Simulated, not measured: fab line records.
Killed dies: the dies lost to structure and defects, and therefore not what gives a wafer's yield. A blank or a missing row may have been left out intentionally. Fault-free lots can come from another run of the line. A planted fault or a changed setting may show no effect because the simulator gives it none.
8D (eight disciplines) problem report, filled in by code -- flow sky130 -- the parts of the form that need people (team, actions taken, sign-off) are left out

== 1. THE PROBLEM ==
tilt deg at SKY_LDD_N_IMPLANT_15 reads a mean of 0.005 degrees on 6 wafers of 2 lots; wafers without a fault read 30.000 degrees with a standard deviation of 0.025. That is -99 or more standard deviations from the usual mean.
Earliest sighting: wafer L458.1 on implanter-03 at day 21 12:20. Wafers with a number at this step in the record: 18, from 6 lots. By rule, "out" or "out of limits" means more than 4 standard deviations away from the usual mean. Any other wafer with a number is counted as sound.

== 2. WHAT IT IS, AND WHAT IT ISN'T ==
question,is,is not
which readings at this step,tilt deg,-
which lots,"L458, L459","L450, L468, L470, L471"
which wafers of those lots,all that have a number,-
read on which tools,implanter-03,implanter-01
when,from day 21 12:20,"up to then (3 sound wafers); but 9 sound wafers of L468, L470, L471 came after"

== 3. SUSPECTS, AND WHAT RULES EACH OUT ==
Counting: any tool at a process step up to the reading is kept as a suspect provided that every lot that is out went through it and no sound lot did after the first of them.
- implanter-03 at SKY_LDD_N_IMPLANT_15: ruled out as a lasting fault. Following L458 (day 21 12:20), the first lot on it that is out, the sound lots L470, L471 were run on it.
Left after counting: nothing in the record.

== 4. THE CAUSE (what the simulator had put in) ==
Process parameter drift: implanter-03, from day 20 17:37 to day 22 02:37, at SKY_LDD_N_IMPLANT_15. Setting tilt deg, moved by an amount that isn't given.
Counting ruled it out, wrongly.

== 5. SEQUENCE OF EFFECTS, ordered by route ==
Rows list readings where the struck wafers' mean (over those with a number) sits beyond 3 standard deviations from the usual. Only readings for which the record gives a usual standard deviation are gone through. hours: the time from each lot's start at the first step in this table that gives one to its start at this step, as a median over the lots. sigmas: the change in usual standard deviations.
hours,step,reading,usual,on struck wafers,change,sigmas
0,SKY_LDD_N_IMPLANT_15,tilt deg,30.000 degrees,0.005,-29.995,-99 or more
Process steps it contains:
- SKY_LDD_N_IMPLANT_15

== 6. HOW IT WOULD HAVE BEEN CAUGHT EARLIER ==
In this record the first reading out of limits was taken at day 21 12:20, 19 hours after the fault began at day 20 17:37.
